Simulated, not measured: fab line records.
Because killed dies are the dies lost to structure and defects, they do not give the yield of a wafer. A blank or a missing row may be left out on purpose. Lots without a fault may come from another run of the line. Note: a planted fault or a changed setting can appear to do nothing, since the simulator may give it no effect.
fab line records	flow sky130
[record] lots = 12	wafers = 36	last_day = 50
route steps=708 shown METAL5@663 PASSIVATION@683 PAD_OPEN@708
lots that met no fault: taken from a fault-free run of the same line
start_h: hours from the record's opening day to when the first of the lot's shown wafers began	wait_h: hours elapsed since this lot's preceding step	" same as the row above	L1.1+2: a single row standing in for several wafers	- no value, or no start given	* or withheld: withheld	< > ~ a bound
route shown NAME@n: a module of which the file shows steps, and the number in the route of the first	usual: the fault-free wafers' mean and standard deviation	same: alike in all rows	chamber/n: place in a boat	sites: each site's reading	_std_site: the standard deviation of these	_edge_site: the outer-site mean with the inner-site mean subtracted	radius_mm: how far each site lies from the wafer's centre	mask NAME#n: copy n	behind: tool/chamber where the wafer was last shaped	hold: reason for holding the lot/hours on hold/outcome of the hold	device: names the non-switching transistor (n, p or np)	end of line: at the end of the route, the tests of the same wafers	a step with no rows: only its recipe	killed: count of dies lost to structure and defects at first sort (not the wafer's yield)	map: a wafer's dies, x killed, . not, _ none there
set.NAME: the run value of the setting; set.NAME@STEP: its run value at that earlier step	model.NAME: the simulator's own value behind a step, which no gauge read
the route's steps for a sample of lots (tables are steps, rows are wafers)
services: when a tool's chamber went out of use (start_h, in hours from the record's first day, below 0 if earlier), for how many hours, and the reason
[[steps]]
[step SKY_METAL5_SPUTTER_02]
[recipe] material = AlCu	target_thk_nm = 1150	power_w = 10600	time_s = 61.2	chamber_pressure_pa = 0.4
[usual] throttle_valve_pct = 29.6/0.83
lot.wafer	tool	chamber	start_h	wait_h	throttle_valve_pct
L179.1	pvd_sputter-04	-	1018.10	0.0	30.7
L179.4	"	-	"	"	29.6
L179.6	"	-	"	"	29.4
L181.3	pvd_sputter-01	-	1030.03	0.0	29.7
L181.5	"	-	"	"	29.6
L181.6	"	-	"	"	29.6
L182.3	pvd_sputter-01	-	1039.08	0.0	29.4
L182.4	"	-	"	"	29.6
L182.5	"	-	"	"	29.8
L185.2	pvd_sputter-01	-	1055.84	0.0	29.6
L185.4	"	-	"	"	29.5
L185.6	"	-	"	"	29.6
L186.2	pvd_sputter-04	-	1057.98	0.0	29.6
L186.3	"	-	"	"	29.3
L186.5	"	-	"	"	29.5
L189.4	pvd_sputter-01	-	1070.92	0.0	29.6
L189.5	"	-	"	"	30.3
L189.6	"	-	"	"	29.6
L188.2	pvd_sputter-03	-	1072.97	0.0	30.6
L188.5	"	-	"	"	30.5
L188.6	"	-	"	"	28.1
L196.1	pvd_sputter-04	-	1105.45	0.0	30.9
L196.3	"	-	"	"	28.1
L196.6	"	-	"	"	30.7
L198.1	pvd_sputter-03	-	1121.17	0.0	29.1
L198.3	"	-	"	"	28.1
L198.5	"	-	"	"	28.1
L200.1	pvd_sputter-01	-	1135.18	0.0	29.7
L200.3	"	-	"	"	29.8
L200.6	"	-	"	"	29.8
L201.1	pvd_sputter-04	-	1136.54	0.0	29.3
L201.3	"	-	"	"	31.0
L201.4	"	-	"	"	28.1
L202.1	pvd_sputter-03	-	1141.17	0.0	28.0
L202.3	"	-	"	"	29.1
L202.4	"	-	"	"	30.5
[step SKY_PASSIVATION_CVD_02]
[recipe] material = Si3N4	target_thk_nm = 540	temp_c = 400	time_s = withheld	rf_w = 450
[usual] heater_power_w = 738/88
lot.wafer	tool	chamber	start_h	wait_h	heater_power_w
L179.1	pecvd-01	2	1041.23	0.1	724
L179.4	"	0	"	"	739
L179.6	"	1	"	"	664
L181.3	pecvd-01	0	1053.08	0.0	707
L181.5	"	2	"	"	705
L181.6	"	1	"	"	691
L182.3	pecvd-03	0	1062.24	0.0	632
L182.4	"	1	"	"	821
L182.5	"	0	"	"	666
L185.2	pecvd-03	2	1078.50	0.0	574
L185.4	"	2	"	"	607
L185.6	"	0	"	"	710
L186.2	pecvd-01	1	1080.09	0.0	607
L186.3	"	2	"	"	731
L186.5	"	0	"	"	703
L189.4	pecvd-02	0	1093.16	0.1	836
L189.5	"	1	"	"	793
L189.6	"	2	"	"	727
L188.2	pecvd-03	1	1094.96	0.0	819
L188.5	"	0	"	"	696
L188.6	"	2	"	"	564
L196.1	pecvd-01	2	1126.18	0.1	705
L196.3	"	1	"	"	651
L196.6	"	2	"	"	752
L198.1	pecvd-01	0	1141.03	0.1	742
L198.3	"	2	"	"	676
L198.5	"	0	"	"	792
L200.1	pecvd-02	1	1154.77	0.1	764
L200.3	"	2	"	"	815
L200.6	"	0	"	"	734
L201.1	pecvd-01	0	1156.07	0.1	793
L201.3	"	2	"	"	716
L201.4	"	0	"	"	794
L202.1	pecvd-01	1	1160.24	0.1	713
L202.3	"	2	"	"	738
L202.4	"	0	"	"	658
[step SKY_PASSIVATION_ETCH_11]
[recipe] chemistry = CF4/O2	target_depth_nm = 725	stop_on = AlCu	source_w = 800	bias_w = 150	pressure_mtorr = 150	cf4_flow_sccm = 80	O2_flow_sccm = 10	time_s = 161.1
[usual] O2_flow_sccm = 10.00/0.031	drypump_motor_current_A = 5.8/0.34	oes_product_au = 0.977/0.0073	throttle_valve_pct = 5.964/0.0097
lot.wafer	tool	chamber	start_h	wait_h	O2_flow_sccm	drypump_motor_current_A	oes_product_au	rf_hours_counter_h	throttle_valve_pct
L179.1	rie_diel-04	3	1062.71	-	9.98	5.4	0.976	13	5.955
L179.4	"	2	"	"	10.01	5.6	0.973	17	5.962
L179.6	"	0	"	"	10.04	5.6	0.984	-	5.967
L181.3	rie_diel-01	1	1075.41	-	9.99	6.2	0.977	3	5.967
L181.5	"	1	"	"	9.98	6.1	0.985	-	5.964
L181.6	"	2	"	"	10.03	5.3	0.971	-	5.965
L182.3	rie_diel-02	0	1083.01	-	9.98	6.2	0.991	27	5.979
L182.4	"	3	"	"	9.95	6.1	0.971	-	5.962
L182.5	"	2	"	"	9.97	5.9	0.983	-	5.973
L185.2	rie_diel-01	0	1099.34	-	9.99	6.2	0.972	27	5.962
L185.4	"	3	"	"	10.01	6.0	0.976	21	5.968
L185.6	"	3	"	"	9.98	6.0	0.983	-	5.970
L186.2	rie_diel-04	0	1101.31	-	10.03	5.5	0.969	8	5.967
L186.3	"	1	"	"	10.00	5.6	0.971	7	5.957
L186.5	"	3	"	"	9.96	5.4	0.981	-	5.967
L189.4	rie_diel-01	0	1114.06	-	9.95	6.2	0.978	27	5.963
L189.5	"	3	"	"	10.00	6.0	0.988	-	5.958
L189.6	"	0	"	"	9.98	6.2	0.989	-	5.957
L188.2	rie_diel-02	0	1115.12	-	10.03	6.2	0.962	29	5.963
L188.5	"	0	"	"	10.01	6.2	0.974	-	5.953
L188.6	"	2	"	"	10.01	5.8	0.971	-	5.959
L196.1	rie_diel-02	0	1145.09	-	9.94	6.2	0.975	29	5.961
L196.3	"	2	"	"	10.03	5.8	0.982	21	5.967
L196.6	"	1	"	"	10.08	5.4	0.981	-	5.960
L198.1	rie_diel-04	1	1159.34	-	10.02	5.6	0.980	10	5.966
L198.3	"	3	"	"	9.99	5.4	0.972	16	5.977
L198.5	"	3	"	"	10.01	5.4	0.986	-	5.962
L200.1	rie_diel-04	1	1171.86	-	10.01	5.5	0.960	10	5.969
L200.3	"	3	"	"	9.95	5.4	0.971	16	5.970
L200.6	"	1	"	"	10.03	5.5	0.967	-	5.969
L201.1	rie_diel-02	3	1173.19	-	9.98	6.1	0.980	23	5.978
L201.3	"	1	"	"	10.06	5.4	0.973	14	5.968
L201.4	"	2	"	"	10.01	5.9	0.982	22	5.983
L202.1	rie_diel-02	3	1176.54	-	10.00	6.1	0.972	23	5.963
L202.3	"	2	"	"	10.00	5.8	0.973	22	5.962
L202.4	"	0	"	"	10.00	6.2	0.980	31	5.969
[step SKY_PASSIVATION_STRIP_12]
[recipe] chemistry = O2/N2	power_w = 1400	pressure_mtorr = 1500	platen_temp_c = withheld	overash_fraction = 0.7	o2_flow_sccm = 3000	n2_flow_sccm = 300
[usual] drypump_motor_current_A = 5.60/0.28	oes_product_au = 0.661/0.0043	strip_time_to_endpoint_s = 31.59/0.14
lot.wafer	tool	chamber	start_h	wait_h	drypump_motor_current_A	oes_product_au	rf_hours_counter_h	strip_time_to_endpoint_s
L179.1	plasma_asher-04	1	1062.82	0.1	5.92	0.665	31	31.60
L179.4	"	1	"	"	5.92	0.656	-	31.63
L179.6	"	1	"	"	5.92	0.664	-	31.51
L181.3	plasma_asher-04	1	1075.55	0.1	5.90	0.657	-	31.76
L181.5	"	0	"	"	5.43	0.665	-	31.75
L181.6	"	1	"	"	5.90	0.660	-	31.72
L182.3	plasma_asher-03	0	1083.15	0.1	5.14	0.655	-	31.59
L182.4	"	1	"	"	5.85	0.662	-	31.68
L182.5	"	0	"	"	5.14	0.657	-	31.52
L185.2	plasma_asher-03	0	1099.45	0.1	5.13	0.655	4	31.54
L185.4	"	0	"	"	5.13	0.670	-	31.45
L185.6	"	0	"	"	5.14	0.670	-	31.43
L186.2	plasma_asher-03	1	1101.42	0.1	5.85	0.656	4	31.58
L186.3	"	0	"	"	5.13	0.663	-	31.88
L186.5	"	0	"	"	5.14	0.673	-	31.77
L189.4	plasma_asher-01	1	1114.20	0.1	5.73	0.656	-	31.56
L189.5	"	1	"	"	5.75	0.662	-	31.55
L189.6	"	0	"	"	5.59	0.663	-	31.69
L188.2	plasma_asher-03	0	1115.23	0.1	5.14	0.663	6	31.73
L188.5	"	0	"	"	5.15	0.658	-	31.68
L188.6	"	1	"	"	5.87	0.663	-	31.64
L196.1	plasma_asher-04	0	1145.20	0.1	5.39	0.658	40	31.53
L196.3	"	0	"	"	5.41	0.655	-	31.59
L196.6	"	0	"	"	5.41	0.661	-	31.63
L198.1	plasma_asher-04	1	1159.45	0.1	5.91	0.664	41	31.56
L198.3	"	1	"	"	5.91	0.660	-	31.50
L198.5	"	1	"	"	5.91	0.667	-	31.49
L200.1	plasma_asher-04	0	1171.97	0.1	5.39	0.666	42	31.63
L200.3	"	0	"	"	5.42	0.660	-	31.57
L200.6	"	1	"	"	5.91	0.652	-	31.61
L201.1	plasma_asher-01	1	1173.30	0.1	5.70	0.662	96	31.72
L201.3	"	0	"	"	5.57	0.658	-	31.55
L201.4	"	1	"	"	5.70	0.657	-	31.62
L202.1	plasma_asher-03	1	1176.65	0.1	5.87	0.660	11	31.75
L202.3	"	0	"	"	5.14	0.658	-	31.62
L202.4	"	1	"	"	5.86	0.666	-	31.57
[step SKY_PAD_OPEN_PROBE_99]
[usual] defect_limited_yield = 82.5/1.7	killed_at_M0_to_M3 = 43/6.1	killed_at_M4_up = 3.5/2	killed_at_contacts = 25/5.1	killed_at_front_end = 14/4.2	killed_at_other = 0.3/0.55	killed_dies = 86/8.3	killed_open = 46/7.2	killed_short = 39/6	sort_bin_3_pad_short = 0.9/0.42	sort_bin_5_function = 10.3/1.4	sort_bin_6_memory = 6.3/1.1	sort_n_pass = 406/8.3	sort_yield_pct = 82.5/1.7
[same] gross_dies = 492	killed_at_back_side = 0	sort_bin_4_leakage[%] = 0	sort_bin_8_speed[%] = 0
lot.wafer	tool	chamber	start_h	wait_h	defect_limited_yield[%]	killed_at_M0_to_M3	killed_at_M4_up	killed_at_contacts	killed_at_front_end	killed_at_other	killed_dies	killed_open	killed_short	sort_bin_3_pad_short[%]	sort_bin_5_function[%]	sort_bin_6_memory[%]	sort_n_pass	sort_yield_pct[%]
L179.1	prober-01	-	1085.99	0.1	83.5	40	2	31	8	0	81	44	37	0.4	11.2	4.9	411	83.5
L179.4	prober-01	-	1086.14	0.2	85.2	50	1	16	6	0	73	49	24	0.6	8.9	5.3	419	85.2
L179.6	prober-01	-	1086.24	0.2	82.7	39	5	26	15	0	85	45	40	0.2	10.4	6.7	407	82.7
L181.3	prober-02	-	1099.02	0.2	82.3	50	2	28	7	0	87	34	53	1.6	10.0	6.1	405	82.3
L181.5	prober-02	-	1099.12	0.2	82.1	52	2	21	13	0	88	53	35	0	10.4	7.5	404	82.1
L181.6	prober-02	-	1099.17	0.2	80.5	44	4	26	20	2	96	59	37	0.6	12.8	6.1	396	80.5
L182.3	prober-01	-	1106.74	0.2	79.9	49	3	30	17	0	99	56	43	1.2	12.8	6.1	393	79.9
L182.4	prober-01	-	1106.79	0.2	82.1	45	4	21	18	0	88	44	44	1.6	10.2	6.1	404	82.1
L182.5	prober-01	-	1106.84	0.2	81.7	49	5	25	11	0	90	48	42	1.0	9.8	7.5	402	81.7
L185.2	prober-02	-	1122.08	0.1	83.5	43	3	26	9	0	81	46	34	1.0	10.0	5.5	411	83.5
L185.4	prober-02	-	1122.18	0.2	76.8	42	2	26	9	35	114	48	31	1.2	16.3	5.7	378	76.8
L185.6	prober-02	-	1122.28	0.2	76.6	28	8	30	11	38	115	38	39	2.4	14.4	6.5	377	76.6
L186.2	prober-01	-	1123.99	0.1	80.7	51	5	22	16	1	95	46	49	2.0	10.0	7.3	397	80.7
L186.3	prober-01	-	1124.04	0.2	84.1	41	2	19	16	0	78	39	39	1.2	8.1	6.5	414	84.1
L186.5	prober-01	-	1124.14	0.2	82.7	37	3	29	16	0	85	40	45	0.8	11.0	5.5	407	82.7
L189.4	prober-01	-	1136.03	0.2	83.3	54	2	20	6	0	82	39	42	1.2	10.6	4.9	410	83.3
L189.5	prober-01	-	1136.08	0.2	75.4	44	6	27	12	32	121	51	38	3.9	13.4	7.3	371	75.4
L189.6	prober-01	-	1136.13	0.2	85.6	34	1	24	12	0	71	45	25	0.6	8.7	5.1	421	85.6
L188.2	prober-02	-	1138.67	0.1	83.9	31	5	21	22	0	79	42	37	0.8	10.0	5.3	413	83.9
L188.5	prober-02	-	1138.82	0.2	79.7	52	4	21	23	0	100	49	50	1.0	12.0	7.3	392	79.7
L188.6	prober-02	-	1138.87	0.2	80.9	45	3	25	21	0	94	52	38	1.0	12.2	5.9	398	80.9
L196.1	prober-02	-	1164.95	0.1	83.1	39	4	23	17	0	83	42	41	1.0	10.2	5.7	409	83.1
L196.3	prober-02	-	1165.05	0.2	83.7	36	3	25	16	0	80	47	33	0.2	9.6	6.5	412	83.7
L196.6	prober-02	-	1165.20	0.2	83.9	47	6	15	11	0	79	40	38	0.6	9.3	6.1	413	83.9
L198.1	prober-02	-	1178.17	0.1	80.7	51	4	17	23	0	95	49	46	0.8	13.2	5.3	397	80.7
L198.3	prober-02	-	1178.27	0.2	79.7	48	4	28	20	0	100	56	44	0.8	11.2	8.3	392	79.7
L198.5	prober-02	-	1178.37	0.2	80.3	51	2	25	19	0	97	43	53	1.6	11.0	7.1	395	80.3
L200.1	prober-02	-	1190.38	0.1	82.3	49	0	27	10	1	87	50	37	1.0	9.6	7.1	405	82.3
L200.3	prober-02	-	1190.48	0.2	83.9	47	2	18	12	0	79	33	46	1.0	10.0	5.1	413	83.9
L200.6	prober-02	-	1190.63	0.2	83.1	44	1	28	10	0	83	51	32	0.4	10.2	6.3	409	83.1
L201.1	prober-01	-	1191.49	0.1	85.8	37	2	21	10	0	70	33	37	1.0	7.3	5.9	422	85.8
L201.3	prober-01	-	1191.59	0.2	82.1	45	3	21	19	0	88	46	42	1.0	11.4	5.5	404	82.1
L201.4	prober-01	-	1191.64	0.2	82.3	50	4	22	11	0	87	39	48	0.8	10.6	6.3	405	82.3
L202.1	prober-02	-	1195.05	0.1	83.9	40	4	19	16	0	79	39	40	1.4	7.1	7.5	413	83.9
L202.3	prober-02	-	1195.15	0.2	83.7	50	4	15	11	0	80	48	32	0.4	10.0	5.9	412	83.7
L202.4	prober-02	-	1195.20	0.2	83.1	44	4	25	10	0	83	52	31	0.2	10.8	5.9	409	83.1
// killed by level:class
L179.1 CONTACT:geometric_particle:open=11 VIA1:geometric_particle:open=7 LI_CONTACT:geometric_particle:short=6 METAL2:geometric_particle:short=6 VIA2:geometric_particle:open=6 LI_CONTACT:geometric_particle:open=5 VIA3:geometric_particle:open=5 VIA2:geometric_particle:short=5
L179.4 VIA3:geometric_particle:open=19 CONTACT:geometric_particle:open=7 VIA1:geometric_particle:open=7 VIA2:geometric_particle:open=6 METAL2:geometric_particle:short=5 VIA1:geometric_particle:short=4 POLY_GATE:geometric_particle:short=3 LI_CONTACT:geometric_particle:open=3
L179.6 CONTACT:geometric_particle:open=9 CONTACT:geometric_particle:short=7 VIA1:geometric_particle:open=6 VIA2:geometric_particle:open=6 LI_CONTACT:geometric_particle:open=5 VIA3:geometric_particle:open=5 VIA2:geometric_particle:short=5 FIELD_ISO:geometric_particle:short=4
L181.3 METAL2:geometric_particle:short=9 CONTACT:geometric_particle:open=8 METAL1:geometric_particle:short=7 VIA3:geometric_particle:short=7 VIA1:geometric_particle:open=6 CONTACT:geometric_particle:short=6 LI_CONTACT:geometric_particle:short=5 LI_CONTACT:geometric_particle:open=5
L181.5 VIA1:geometric_particle:open=16 VIA3:geometric_particle:open=8 CONTACT:geometric_particle:open=7 LI_CONTACT:geometric_particle:open=6 METAL1:geometric_particle:short=6 VIA2:geometric_particle:open=6 VIA1:geometric_particle:short=5 POLY_GATE:geometric_particle:short=4
L181.6 VIA1:geometric_particle:open=10 VIA3:geometric_particle:open=9 LI_CONTACT:geometric_particle:open=8 CONTACT:geometric_particle:open=7 POLY_GATE:geometric_particle:open=6 VIA3:geometric_particle:short=6 FIELD_ISO:geometric_particle:open=5 VIA2:geometric_particle:open=5
L182.3 VIA1:geometric_particle:open=11 VIA2:geometric_particle:open=9 VIA3:geometric_particle:open=8 CONTACT:geometric_particle:short=8 CONTACT:geometric_particle:open=7 LI_CONTACT:geometric_particle:open=6 VIA1:geometric_particle:short=6 METAL2:geometric_particle:short=6
L182.4 CONTACT:geometric_particle:open=11 VIA1:geometric_particle:open=8 VIA1:geometric_particle:short=7 POLY_GATE:geometric_particle:short=6 VIA2:geometric_particle:short=6 METAL1:geometric_particle:short=5 VIA3:geometric_particle:open=5 FIELD_ISO:geometric_particle:short=4
L182.5 VIA1:geometric_particle:open=14 CONTACT:geometric_particle:open=11 METAL3:geometric_particle:short=6 VIA2:geometric_particle:open=6 VIA3:geometric_particle:open=6 METAL1:geometric_particle:short=5 LI_CONTACT:geometric_particle:short=5 METAL4:geometric_particle:short=5
L185.2 CONTACT:geometric_particle:open=9 VIA1:geometric_particle:open=8 METAL2:geometric_particle:short=6 VIA2:geometric_particle:open=6 LI_CONTACT:geometric_particle:open=5 VIA3:geometric_particle:open=5 VIA2:geometric_particle:short=4 LI_CONTACT:geometric_particle:short=4
L185.4 PASSIVATION:unspecified=35 LI_CONTACT:geometric_particle:open=11 VIA1:geometric_particle:open=11 CONTACT:geometric_particle:open=10 VIA3:geometric_particle:open=7 METAL1:geometric_particle:short=6 VIA1:geometric_particle:short=5 VIA2:geometric_particle:open=4
L185.6 PASSIVATION:unspecified=38 CONTACT:geometric_particle:open=12 METAL1:geometric_particle:short=8 METAL4:geometric_particle:short=8 LI_CONTACT:geometric_particle:open=7 FIELD_ISO:geometric_particle:short=5 CONTACT:geometric_particle:short=5 VIA1:geometric_particle:open=5
L186.2 VIA1:geometric_particle:open=10 VIA1:geometric_particle:short=9 METAL2:geometric_particle:short=9 VIA2:geometric_particle:open=9 CONTACT:geometric_particle:open=8 CONTACT:geometric_particle:short=7 FIELD_ISO:geometric_particle:open=6 METAL1:geometric_particle:short=5
L186.3 METAL2:geometric_particle:short=8 FIELD_ISO:geometric_particle:open=6 CONTACT:geometric_particle:open=6 VIA1:geometric_particle:short=6 VIA1:geometric_particle:open=6 LI_CONTACT:geometric_particle:open=5 VIA2:geometric_particle:open=5 LOCAL_INTERCONNECT:geometric_particle:short=4
L186.5 LI_CONTACT:geometric_particle:open=10 FIELD_ISO:geometric_particle:short=9 VIA3:geometric_particle:open=9 VIA1:geometric_particle:open=8 CONTACT:geometric_particle:open=7 METAL1:geometric_particle:short=6 CONTACT:geometric_particle:short=5 METAL2:geometric_particle:short=4
L189.4 VIA1:geometric_particle:open=13 VIA1:geometric_particle:short=8 VIA3:geometric_particle:open=6 CONTACT:geometric_particle:open=6 VIA3:geometric_particle:short=6 LI_CONTACT:geometric_particle:open=5 METAL2:geometric_particle:short=5 CONTACT:geometric_particle:short=5
L189.5 PASSIVATION:unspecified=32 LI_CONTACT:geometric_particle:open=10 CONTACT:geometric_particle:open=9 VIA2:geometric_particle:open=9 VIA3:geometric_particle:open=7 VIA1:geometric_particle:open=7 METAL2:geometric_particle:short=7 METAL1:geometric_particle:short=5
L189.6 LI_CONTACT:geometric_particle:open=15 VIA2:geometric_particle:open=7 VIA3:geometric_particle:open=7 METAL1:geometric_particle:short=6 VIA1:geometric_particle:open=6 FIELD_ISO:geometric_particle:short=5 FIELD_ISO:geometric_particle:open=4 CONTACT:geometric_particle:open=4
L188.2 VIA1:geometric_particle:open=7 CONTACT:geometric_particle:open=7 FIELD_ISO:geometric_particle:open=6 VIA1:geometric_particle:short=6 LOCAL_INTERCONNECT:geometric_particle:short=5 VIA3:geometric_particle:open=5 METAL4:geometric_particle:short=5 FIELD_ISO:geometric_particle:short=4
L188.5 METAL2:geometric_particle:short=9 FIELD_ISO:geometric_particle:short=8 VIA1:geometric_particle:open=8 VIA3:geometric_particle:open=8 CONTACT:geometric_particle:open=8 FIELD_ISO:geometric_particle:open=7 METAL1:geometric_particle:short=7 VIA2:geometric_particle:open=6
L188.6 VIA2:geometric_particle:open=9 LI_CONTACT:geometric_particle:open=8 VIA1:geometric_particle:open=8 CONTACT:geometric_particle:open=8 FIELD_ISO:geometric_particle:open=6 VIA3:geometric_particle:open=6 METAL2:geometric_particle:short=5 FIELD_ISO:geometric_particle:short=4
L196.1 VIA1:geometric_particle:open=10 METAL1:geometric_particle:short=7 CONTACT:geometric_particle:open=6 VIA3:geometric_particle:open=6 FIELD_ISO:geometric_particle:open=4 POLY_GATE:geometric_particle:short=4 LI_CONTACT:geometric_particle:open=4 LOCAL_INTERCONNECT:geometric_particle:short=4
L196.3 CONTACT:geometric_particle:open=11 VIA1:geometric_particle:open=8 VIA2:geometric_particle:open=7 VIA3:geometric_particle:open=7 CONTACT:geometric_particle:short=6 LI_CONTACT:geometric_particle:open=4 FIELD_ISO:geometric_particle:open=3 LI_CONTACT:geometric_particle:short=3
L196.6 VIA1:geometric_particle:open=10 VIA3:geometric_particle:open=8 CONTACT:geometric_particle:open=7 METAL2:geometric_particle:short=5 METAL4:geometric_particle:short=5 VIA2:geometric_particle:short=5 POLY_GATE:geometric_particle:short=4 METAL1:geometric_particle:short=4
L198.1 VIA1:geometric_particle:open=10 METAL1:geometric_particle:short=9 FIELD_ISO:geometric_particle:short=8 VIA3:geometric_particle:open=7 CONTACT:geometric_particle:open=6 FIELD_ISO:geometric_particle:open=6 VIA3:geometric_particle:short=6 POLY_GATE:geometric_particle:short=5
L198.3 CONTACT:geometric_particle:open=17 VIA3:geometric_particle:open=12 VIA1:geometric_particle:open=8 METAL1:geometric_particle:short=7 VIA3:geometric_particle:short=7 POLY_GATE:geometric_particle:open=5 FIELD_ISO:geometric_particle:open=4 POLY_GATE:geometric_particle:short=4
L198.5 CONTACT:geometric_particle:open=10 METAL1:geometric_particle:short=10 VIA3:geometric_particle:open=8 VIA1:geometric_particle:open=6 VIA2:geometric_particle:open=6 POLY_GATE:geometric_particle:short=5 CONTACT:geometric_particle:short=5 VIA1:geometric_particle:short=5
L200.1 VIA1:geometric_particle:open=14 CONTACT:geometric_particle:open=11 VIA2:geometric_particle:open=9 CONTACT:geometric_particle:short=6 METAL1:geometric_particle:short=5 VIA1:geometric_particle:short=5 METAL2:geometric_particle:short=5 LI_CONTACT:geometric_particle:open=4
L200.3 VIA1:geometric_particle:open=10 CONTACT:geometric_particle:short=8 VIA2:geometric_particle:open=8 VIA1:geometric_particle:short=7 METAL2:geometric_particle:short=6 METAL1:geometric_particle:short=5 LI_CONTACT:geometric_particle:open=4 VIA2:geometric_particle:short=4
L200.6 VIA1:geometric_particle:open=14 METAL1:geometric_particle:short=9 VIA3:geometric_particle:open=9 CONTACT:geometric_particle:open=6 LI_CONTACT:geometric_particle:open=6 CONTACT:geometric_particle:short=5 VIA2:geometric_particle:open=4 LI_CONTACT:geometric_particle:short=4
L201.1 CONTACT:geometric_particle:open=10 METAL1:geometric_particle:short=9 VIA1:geometric_particle:short=7 VIA1:geometric_particle:open=6 LI_CONTACT:geometric_particle:open=4 CONTACT:geometric_particle:short=4 SPACER:geometric_particle:open=3 VIA2:geometric_particle:open=3
L201.3 VIA1:geometric_particle:open=8 LOCAL_INTERCONNECT:geometric_particle:short=7 FIELD_ISO:geometric_particle:open=6 CONTACT:geometric_particle:open=6 METAL1:geometric_particle:short=6 VIA2:geometric_particle:open=6 VIA3:geometric_particle:open=6 CONTACT:geometric_particle:short=5
L201.4 METAL1:geometric_particle:short=11 VIA1:geometric_particle:open=11 VIA2:geometric_particle:open=9 CONTACT:geometric_particle:open=8 CONTACT:geometric_particle:short=6 VIA3:geometric_particle:open=5 POLY_GATE:geometric_particle:short=5 LI_CONTACT:geometric_particle:short=4
L202.1 METAL1:geometric_particle:short=8 LI_CONTACT:geometric_particle:open=7 FIELD_ISO:geometric_particle:open=5 LOCAL_INTERCONNECT:geometric_particle:short=5 CONTACT:geometric_particle:open=5 VIA1:geometric_particle:short=5 VIA1:geometric_particle:open=5 VIA2:geometric_particle:open=5
L202.3 VIA1:geometric_particle:open=14 METAL1:geometric_particle:short=8 VIA2:geometric_particle:open=8 LI_CONTACT:geometric_particle:open=6 CONTACT:geometric_particle:open=5 VIA3:geometric_particle:open=4 METAL4:geometric_particle:short=4 FIELD_ISO:geometric_particle:short=3
L202.4 VIA1:geometric_particle:open=12 CONTACT:geometric_particle:open=9 LI_CONTACT:geometric_particle:open=7 METAL1:geometric_particle:short=7 FIELD_ISO:geometric_particle:open=5 VIA3:geometric_particle:open=5 METAL2:geometric_particle:short=4 VIA2:geometric_particle:open=4
[[services]]
tool	chamber	start_h	hours	kind
pvd_sputter-03	-	1003.83	3.1	repair
pvd_sputter-04	-	1030.55	2.2	repair
rie_diel-01	3	1039.24	3.6	repair
pecvd-03	-	1050.69	2.8	pm
plasma_asher-03	-	1055.25	9.0	pm
plasma_asher-03	0	1055.25	9.0	vent_cycle
plasma_asher-03	1	1055.25	9.0	vent_cycle
plasma_asher-03	0	1064.25	-	clean
plasma_asher-03	1	1064.25	-	clean
plasma_asher-01	-	1064.74	21.8	pm
rie_diel-01	0	1074.01	4.4	repair
rie_diel-02	1	1076.15	61.7	repair
plasma_asher-03	-	1109.46	0.5	repair
pecvd-01	-	1113.06	6.0	pm
plasma_asher-03	-	1115.73	8.5	repair
rie_diel-02	-	1123.57	1.2	repair
pecvd-01	0	1124.25	5.5	scheduled_down
rie_diel-02	-	1128.25	15.6	pm
pecvd-01	1	1137.72	5.5	scheduled_down
plasma_asher-01	-	1145.85	1.2	repair
rie_diel-01	0	1162.25	-	clean
rie_diel-01	0	1162.25	-	consumable_replace:focus_ring
rie_diel-01	2	1166.10	7.5	repair
rie_diel-01	1	1175.53	4.0	repair
[[key]]
[first_sign] step = SKY_PAD_OPEN_PROBE_99	reading = killed_at_other	direction = up	sigmas = 35	usual = 0.3	struck = 35
[effect] step = SKY_PAD_OPEN_PROBE_99	reading = sort_bin_3_pad_short	direction = up	sigmas = 3.8	usual = 0.9	struck = 2.5	wafers_moved = 2
met_at SKY_PASSIVATION_ETCH_11
struck_lots L185,L189
struck_wafers L185.4,L185.6,L189.5
not_acting_at SKY_METAL5_SPUTTER_02,SKY_PASSIVATION_CVD_02,SKY_PASSIVATION_STRIP_12
[fault] kind = chamber_particle_source	tool = rie_diel-01	chamber = 3	onset_h = 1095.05	steps = SKY_PASSIVATION_ETCH_11	rate_per_visit_cm2 = 0.61381	end_h = 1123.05
